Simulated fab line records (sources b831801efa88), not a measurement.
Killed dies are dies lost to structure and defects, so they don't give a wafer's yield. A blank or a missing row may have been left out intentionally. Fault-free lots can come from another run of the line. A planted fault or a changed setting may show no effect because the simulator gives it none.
One fault through the eyes of 2 desks | flow sky130 | each desk has only its own numbers; what lay behind them comes last

FROM THE METROLOGY DESK
What the gauges read, lot by lot, whatever tool the lot ran on: means of the sampled wafers that have a number. The brackets show how far a lot's mean lies from the usual mean; more than 4 standard deviations puts the lot out of limits, marked OUT.
Columns: A = INCOMING_BOW at SKY_FIELD_ISO_BOW_MEAS_00, usual 0 um; B = PWDE_TW at SKY_PWDE_TW_MEAS_10, usual 373.8
lot  | first seen here | A  | B
L447 | day 1 15:08     | 4  | 371.0
L448 | day 1 20:02     | -3 | 374.4
L449 | day 2 01:00     | -1 | 375.3
L452 | day 2 16:00     | -1 | 371.2
L455 | day 3 07:00     | -3 | 370.7
L456 | day 3 12:02     | 4  | 371.7
L457 | day 3 17:00     | 1  | 376.2
L458 | day 3 22:00     | 5  | 372.4
L459 | day 4 03:00     | 1  | 377.1
L461 | day 4 13:01     | -2 | 372.9
L463 | day 4 23:04     | 6  | -
L464 | day 5 04:04     | 4  | -
L469 | day 6 05:00     | -5 | 370.1
Result from this desk: across the 13 lots, nothing is out of limits.

DESK OF THE TOOL OWNER: rie diel-03
The tool's own readings at SKY_FIELD_ISO_ETCH_15 (etches the open film in CHF3/O2, stops on Si, target depth 180 nm, time 72 s): means of the sampled wafers that have a number, for each lot that ran on this tool. The brackets show how far a lot's mean lies from the usual mean; more than 4 standard deviations puts the lot out of limits, marked OUT.
Columns: A = O2_flow_sccm at SKY_FIELD_ISO_ETCH_15, usual 5.003 sccm; B = drypump motor current A at SKY_FIELD_ISO_ETCH_15, usual 6.0 A; C = oes product au at SKY_FIELD_ISO_ETCH_15, usual 0.946 a.u.; D = rf fwd power W at SKY_FIELD_ISO_ETCH_15, usual 596.0 W; E = throttle valve pct at SKY_FIELD_ISO_ETCH_15, usual 8.845 %
lot  | first seen here | A     | B   | C               | D     | E
L447 | day 2 09:32     | 5.003 | 5.6 | 0.937           | 595.3 | 8.846
L458 | day 4 20:38     | 4.978 | 6.0 | 0.945           | 593.2 | 8.842
L461 | day 5 10:56     | 5.001 | 5.8 | 0.954           | 596.7 | 8.845
L463 | day 5 22:32     | 4.995 | 5.7 | 0.724 (-35) OUT | 596.1 | 8.771 (-8.3) OUT
L464 | day 6 02:41     | 4.995 | 5.8 | 0.724 (-35) OUT | 596.1 | 8.781 (-7.2) OUT
L469 | day 7 05:05     | 5.010 | 6.0 | 0.841 (-16) OUT | 595.5 | 8.800 (-5.1) OUT
This desk finds L463, L464, L469 out of limits, L463 being first, at day 5 22:32 (oes product au at SKY_FIELD_ISO_ETCH_15). Within limits: L447, L458, L461.

TAKEN TOGETHER
The tool owner's desk had the chance to raise an alarm at day 5 22:32 on L463, L464, L469.
From the metrology desk's view, nothing was out of limits.
The metrology desk has L463, L464, L469 on record, within its limits.
Every lot named ran SKY_FIELD_ISO_ETCH_15 on rie diel-03.

WHAT THE SIMULATOR HAD PUT IN
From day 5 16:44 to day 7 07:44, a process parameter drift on rie diel-03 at SKY_FIELD_ISO_ETCH_15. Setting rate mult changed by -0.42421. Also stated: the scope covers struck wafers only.
Lots struck among those shown: L463, L464, L469.
Delay in hours, fault start to first out-of-limits reading, by desk: the tool owner's desk at 6.
